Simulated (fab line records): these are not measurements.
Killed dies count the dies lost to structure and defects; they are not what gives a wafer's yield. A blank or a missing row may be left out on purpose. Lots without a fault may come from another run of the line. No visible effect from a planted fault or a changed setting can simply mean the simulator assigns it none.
What tool caused it? -- flow sky130 -- 13 lots with 36 wafers sampled at 5 steps, on a route of 708 steps

== WHAT THE GAUGES READ, wafer by wafer ==
SKY_FIELD_ISO_THK_MEAS_02. Usual: for FIELD_ISO_OXIDATION_00_THK the level is 11.84 nm and the standard deviation is 0.22.
lot,measured,on,FIELD_ISO_OXIDATION_00_THK (nm),flag
L351,day 1 16:38,film-metro-01,11.26 11.53 11.40,
L352,day 1 21:39,film-metro-04,11.54 11.70 11.65,
L353,day 2 03:27,film-metro-01,11.33 11.49 11.45,
L354,day 2 10:14,film-metro-01,11.89 12.04 11.98,
L356,day 2 20:42,film-metro-04,11.74 11.67 11.74,
L357,day 3 01:14,film-metro-04,11.56 11.79 11.83,
L359,day 3 08:52,film-metro-02,11.84 11.91 11.77,
L360,day 3 14:41,film-metro-02,12.18 12.17 11.93,
L363,day 4 05:38,film-metro-02,11.75 11.79,
L365,day 4 14:49,film-metro-04,11.97 12.21,
L367,day 5 00:50,film-metro-04,11.87 12.15,
L370,day 5 15:44,film-metro-01,12.20 12.13 12.25,
L371,day 5 22:09,film-metro-02,11.59 11.57 11.82,

SKY_NWELL_RS_MEAS_31: measures by four-point-probe. Usual: for PWDE_RS the level is 5272 ohm/sq and the standard deviation is 16.
lot,measured,on,PWDE_RS (ohm/sq),flag
L351,day 5 22:17,film-metro-04,5265 5284 5262,
L352,day 6 01:58,film-metro-04,5271 5291 5281,
L353,day 6 05:26,film-metro-03,5254 5271 5252,
L354,day 6 11:15,film-metro-02,5264 5275 5265,
L356,day 7 01:04,film-metro-04,5260 5264 5268,
L357,day 7 05:59,film-metro-04,5306 5286 5293,
L359,day 7 13:32,film-metro-03,5263 5269 5272,
L360,day 7 21:53,film-metro-02,5251 5257 5248,
L363,day 8 15:11,film-metro-04,5265 5357,
L365,day 9 07:53,film-metro-03,5266 5369,
L367,day 9 12:27,film-metro-02,5267 5349,
L370,day 10 06:31,film-metro-02,5316 5305 5305,
L371,day 10 12:22,film-metro-03,5273 5244 5262,

SKY_VT_ADJUST_LVTN_OVL_MEAS_18. Usual: for VT_ADJUST_LVTN_01_OVL the level is 1.4 nm and the standard deviation is 1.3.
lot,measured,on,VT_ADJUST_LVTN_01_OVL (nm),flag
L351,day 8 07:59,overlay-01,2.3 2.0 3.0,
L352,day 8 12:51,overlay-01,1.9 1.0 0.7,
L353,day 8 16:50,overlay-02,2.3 2.0 1.4,
L354,day 9 00:08,overlay-01,0.3 1.7 1.4,
L356,day 9 13:00,overlay-02,3.9 3.0 2.5,
L357,day 9 18:54,overlay-02,-0.4 0.1 0.8,
L359,day 10 03:23,overlay-01,0.4 1.0 0.4,
L360,day 10 11:01,overlay-02,1.1 0.8 0.1,
L363,day 11 06:39,overlay-02,2.1 1.1,
L365,day 12 04:17,overlay-01,-0.9 -1.9,
L367,day 12 07:56,overlay-02,1.7 1.5,
L370,day 13 04:53,overlay-02,1.7 -0.4 1.6,
L371,day 13 12:34,overlay-02,-0.7 -0.1 -0.9,

== WHICH TOOL RAN EACH LOT (tool, then ch and the chambers of the sampled wafers, then the start) ==
lot,SKY_PWDE_IMPLANT_08,SKY_VT_ADJUST_HVTP_STRIP_10
L351,"implanter-03 ch 0, day 4 09:52","plasma-asher-01 ch 0,1, day 6 17:08"
L352,"implanter-03 ch 0, day 4 13:04","plasma-asher-01 ch 0,1, day 6 21:22"
L353,"implanter-02 ch 0, day 4 16:13","plasma-asher-01 ch 0,1, day 7 01:12"
L354,"implanter-03 ch 0, day 4 21:03","plasma-asher-04 ch 0,1, day 7 07:24"
L356,"implanter-03 ch 0, day 5 09:40","plasma-asher-02 ch 0,1, day 7 20:29"
L357,"implanter-03 ch 0, day 5 14:11","plasma-asher-02 ch 0,1, day 8 01:32"
L359,"implanter-03 ch 0, day 5 21:55","plasma-asher-01 ch 1, day 8 09:36"
L360,"implanter-01 ch 0, day 6 05:40","plasma-asher-02 ch 0,1, day 8 18:51"
L363,"implanter-03 ch 0, day 6 21:26","plasma-asher-01 ch 1, day 9 11:08"
L365,"implanter-03 ch 0, day 7 09:27","plasma-asher-01 ch 0, day 10 04:23"
L367,"implanter-03 ch 0, day 7 18:05","plasma-asher-04 ch 0, day 10 09:33"
L370,"implanter-02 ch 0, day 8 11:07","plasma-asher-01 ch 0,1, day 11 05:17"
L371,"implanter-02 ch 0, day 8 19:37","plasma-asher-02 ch 0,1, day 11 11:33"
- SKY_PWDE_IMPLANT_08
- SKY_VT_ADJUST_HVTP_STRIP_10: strips in O2/N2.

== WHAT THE TOOLS THEMSELVES READ (means of the sampled wafers that have a number; where no wafer has one, the mark that the record gives instead) ==
SKY_PWDE_IMPLANT_08. Usual: beam-energy-keV 150.00, standard deviation 0.044; beam-on-s 10.02 s, standard deviation 0.19.
lot,tool,beam-energy-keV,beam-on-s (s),flag
L351,implanter-03,150.00,10.28,
L352,implanter-03,150.00,10.20,
L353,implanter-02,150.00,10.00,
L354,implanter-03,150.03,9.95,
L356,implanter-03,150.07,10.08,
L357,implanter-03,149.96,10.02,
L359,implanter-03,150.00,9.88,
L360,implanter-01,149.98,10.00,
L363,implanter-03,149.99,9.93,
L365,implanter-03,150.01,10.13,
L367,implanter-03,150.01,9.68,
L370,implanter-02,149.96,10.12,
L371,implanter-02,149.99,10.09,

SKY_VT_ADJUST_HVTP_STRIP_10. Usual: chamber-pressure-mTorr 1499.9 mTorr, standard deviation 1.3; drypump-motor-current-A 5.70 A, standard deviation 0.25; oes-product-au 0.716 a.u., standard deviation 0.0043; strip-time-to-endpoint-s 14.17 s, standard deviation 0.044.
lot,tool,chamber-pressure-mTorr (mTorr),drypump-motor-current-A (A),oes-product-au (a.u.),strip-time-to-endpoint-s (s),flag
L351,plasma-asher-01,1501.0,5.81,0.711,14.19,
L352,plasma-asher-01,1499.8,5.81,0.721,14.19,
L353,plasma-asher-01,1500.0,5.61,0.719,14.16,
L354,plasma-asher-04,1500.2,5.75,0.715,14.14,
L356,plasma-asher-02,1500.4,5.47,0.716,14.14,
L357,plasma-asher-02,1499.6,5.60,0.718,14.20,
L359,plasma-asher-01,1499.7,5.99,0.715,14.11,
L360,plasma-asher-02,1500.8,5.47,0.716,14.10,
L363,plasma-asher-01,1500.6,6.00,0.720,14.16,
L365,plasma-asher-01,1499.5,5.46,0.710,14.07,
L367,plasma-asher-04,1501.0,5.71,0.712,14.21,
L370,plasma-asher-01,1500.0,5.80,0.713,14.20,
L371,plasma-asher-02,1500.4,5.63,0.715,14.28,

== THE ANSWER, worked out from the rows above alone ==
Rule: lot off if the mean of its wafers having a number is beyond 3 standard deviations from the usual mean. Also off: a lot with no number at a reading for which 4 or more lots have one. All remaining lots with rows at the step are treated as sound. First the gauges in route order, then the tools' own readings, where a lot's mean is used as printed above. At the first step where some lot is off, the reading lying furthest off is the one used; lots without a number count as furthest.
No lot is off at any reading shown: from this, nothing can be told.

== WHAT THE SIMULATOR HAD INSERTED ==
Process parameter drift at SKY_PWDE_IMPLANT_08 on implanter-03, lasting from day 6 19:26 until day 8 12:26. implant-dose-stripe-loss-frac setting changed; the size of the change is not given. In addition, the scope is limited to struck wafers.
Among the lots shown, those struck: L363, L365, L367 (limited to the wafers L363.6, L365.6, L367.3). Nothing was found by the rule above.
